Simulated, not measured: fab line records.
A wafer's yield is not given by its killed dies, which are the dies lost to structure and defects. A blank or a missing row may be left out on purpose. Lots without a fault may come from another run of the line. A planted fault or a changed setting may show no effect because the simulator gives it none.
Which tool did it? -- flow gf180mcu -- Sampling: 7 lots, 21 wafers, 2 of 602 route steps

WHAT EACH GAUGE READ, for each wafer
GF_NWELL_OVL_MEAS_07.
lot,measured,on,NWELL_OVL (nm)
L252,day 3 12:32,overlay-02,-1.0 -1.2 1.5
L255,day 4 10:19,overlay-01,-1.5 -2.3 0.0
L258,day 4 23:23,overlay-01,- - -
L261,day 5 15:44,overlay-01,0.9 0.8 1.3
L267,day 6 22:18,overlay-01,-1.7 0.7 0.8
L269,day 7 08:08,overlay-01,0.2 0.2 -2.2
L273,day 8 07:34,overlay-01,1.5 -0.5 -1.4

WHAT TOOL EACH LOT RAN ON (gives the tool, then ch and the chambers of the sampled wafers, and finally the start)
lot,GF_NWELL_COAT_02
L252,"lithoTrack-01 ch 0, day 3 06:12"
L255,"lithoTrack-01 ch 0, day 4 02:58"
L258,"lithoTrack-01, day 4 15:46"
L261,"lithoTrack-01 ch 0, day 5 07:55"
L267,"lithoTrack-01 ch 0, day 6 14:10"
L269,"lithoTrack-01 ch 0, day 7 00:18"
L273,"lithoTrack-03 ch 0, day 7 22:44"
- GF_NWELL_COAT_02: resist thk 3000 nm.

THE ANSWER, worked out from the rows above alone
Rule: what is usual is taken from the lots themselves. The widest of any qualifying gaps counts: lots, ordered by their means at a reading, are off when they make up no more than a third of the lots, leave a main group of 4 or more, and stand apart from it by 3 or more times the standard deviation of that group's means. If all means in a main group match to the digits the tables above print for the reading, that group is not used. Also off: a lot with no number at a reading for which 4 or more lots have one. The other lots that the step has rows for count as sound.
Off: at GF_NWELL_OVL_MEAS_07 (NWELL_OVL), L258. Without a number there: L258. Mean -0.2 nm and standard deviation 0.68 in the main group.
If a tool, at a process step before that reading, ran all the lots that are off and no sound lot after the first of them, it fits. Gauges at GF_NWELL_OVL_MEAS_07: tried the same way as those tools. Not one of the candidates tried fits.

WHAT THE SIMULATOR HAD INSERTED
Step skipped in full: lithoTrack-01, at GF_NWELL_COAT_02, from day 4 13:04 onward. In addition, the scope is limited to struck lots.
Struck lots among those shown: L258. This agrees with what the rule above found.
